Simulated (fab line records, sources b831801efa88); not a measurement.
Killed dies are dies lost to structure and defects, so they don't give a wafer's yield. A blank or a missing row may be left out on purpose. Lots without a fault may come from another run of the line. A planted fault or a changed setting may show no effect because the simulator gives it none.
Which tool did it? | flow sky130 | 12 lots, 36 wafers sampled, at 1 step of a route of 708

WHAT THE GAUGES READ, wafer by wafer
SKY_GATE_OXIDE_TW_MEAS_14.
lot  | measured     | on            | GATE_OXIDE_TW
L075 | day 14 06:41 | film_metro-04 | 224.5 224.6 225.0
L077 | day 15 12:24 | film_metro-04 | 224.3 224.2 223.2
L078 | day 16 02:04 | film_metro-04 | 223.1 223.4 224.2
L080 | day 16 12:56 | film_metro-03 | 221.4 220.2 221.3
L083 | day 17 12:46 | film_metro-03 | 220.5 220.7 220.4
L085 | day 17 21:13 | film_metro-04 | 224.2 223.7 225.7
L087 | day 18 06:14 | film_metro-03 | 221.7 220.8 222.1
L089 | day 18 22:05 | film_metro-04 | 222.4 223.8 223.1
L091 | day 19 13:11 | film_metro-04 | 223.4 223.0 223.5
L093 | day 20 05:58 | film_metro-04 | 224.1 223.1 222.0
L095 | day 21 03:07 | film_metro-03 | 220.4 218.7 219.5
L097 | day 21 10:40 | film_metro-03 | 219.9 219.2 219.1

WHICH TOOL RAN EACH LOT (tool, then ch and the chambers of the sampled wafers, then the start)
The record holds no process step before these readings.

THE ANSWER, worked out from the rows above alone
Rule: what is usual is taken from the lots themselves. Put in order of their means at a reading, lots are off if they are a third of the lots or fewer, leave a main group of 4 or more, and stand apart from it by a gap of 3 or more times the standard deviation of the main group's means; of several such gaps the widest counts. A main group whose means are all the same, to the digits that the tables above print for the reading, isn't used. A lot without any number at a reading at which 4 lots or more have one is off too. The other lots that the step has rows for count as sound.
No lot is off at any reading shown: from this, nothing can be told.

WHAT THE SIMULATOR HAD PUT IN
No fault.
